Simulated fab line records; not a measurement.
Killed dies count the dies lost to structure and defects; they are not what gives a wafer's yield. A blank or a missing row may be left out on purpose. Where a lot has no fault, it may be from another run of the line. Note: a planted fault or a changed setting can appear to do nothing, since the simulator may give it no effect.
Code-filled problem report in 8D (eight disciplines) form / flow sfq-line / the parts of the form that need people (team, actions taken, sign-off) are left out

== 1. WHAT IS WRONG ==
Mean of rf-fwd-power-W at SFQ_TRILAYER_I7_DEP_PECVD_183: 153.6 W across 6 wafers in 2 lots; on wafers with no fault it is 182.5 W (standard deviation 0.55). Relative to the usual mean, that is a shift of -53 standard deviations.
The step: deposits SiO2 from SiH4/N2O, time 111.11 s, target thk 500 nm.
Seen first at day 87 13:15 on pecvd-01, wafer L130.2. Wafers with a number at this step in the record: 42, from 14 lots. Rule for "out" (also "out of limits"): further than 4 standard deviations from the usual mean. Any other wafer with a number is counted as sound.

== 2. WHAT IT IS; WHAT IT IS NOT ==
question=which readings at this step | is=rf-fwd-power-W | is not=throttle-valve-pct
question=which lots | is=L130, L131 | is not=L116, L118, L119, L120, L121, L122, L123, L124, L126, L133, L137, L139
question=which wafers of those lots | is=all that have a number | is not=-
question=read on which tools | is=pecvd-01 | is not=pecvd-02, pecvd-03
question=when | is=from day 87 13:15 | is not=up to then (27 sound wafers); but 9 sound wafers of L133, L137, L139 came after

== 3. WHAT RULES OUT EACH SUSPECT ==
Counting: a tool at a process step up to the reading stays a suspect if it ran every lot that is out and no sound lot after the first of them.
- rie-diel-01 at SFQ_TRILAYER_I5_BARC_OPEN_VIA_ETCH_200 (etches BARC in O2, target depth 125 nm, time 41.7 s): ruled out as a lasting fault. Following L130 (day 69 21:10), the first lot on it that is out, the sound lots L139 were run on it.
- pecvd-01 at SFQ_TRILAYER_I7_DEP_PECVD_183 (deposits SiO2 from SiH4/N2O, time 111.11 s, target thk 500 nm): kept. It ran every lot that is out, first L130 (day 87 13:15), and no sound lot after that; its last sound lot up to then is L123 (day 86 07:15). Its own rf-fwd-power-W readings are out on those wafers.
After counting, what remains is pecvd-01 at SFQ_TRILAYER_I7_DEP_PECVD_183.

== 4. THE CAUSE (what the simulator had put in) ==
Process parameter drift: pecvd-01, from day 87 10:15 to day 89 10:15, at SFQ_TRILAYER_I7_DEP_PECVD_183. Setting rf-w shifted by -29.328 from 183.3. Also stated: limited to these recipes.
Only this tool survived the counting.

== 5. THE EFFECT CHAIN, in route order ==
Rows list readings where the struck wafers' mean (over those with a number) sits beyond 3 standard deviations from the usual. Only readings whose record carries a usual standard deviation are examined. hours: median over the lots of the time between each lot's start at the first step of this table that gives one and its start at this step. sigmas: the change, counted in usual standard deviations.
hours=0; step=SFQ_TRILAYER_I7_DEP_PECVD_183; reading=rf-fwd-power-W; usual=182.5 W; on struck wafers=153.6; change=-28.9; sigmas=-53
The process steps in it:
- SFQ_TRILAYER_I7_DEP_PECVD_183: deposits SiO2 from SiH4/N2O, time 111.11 s, target thk 500 nm.
At these later measuring or inspecting steps, every struck wafer for which the step has a row has a number for every such reading, and none has moved that far: SFQ_M8_THK_MEAS_950.

== 6. HOW IT WOULD HAVE BEEN CAUGHT EARLIER ==
In this record the first reading out of limits was taken at day 87 13:15, 3 hours after the fault began at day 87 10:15.
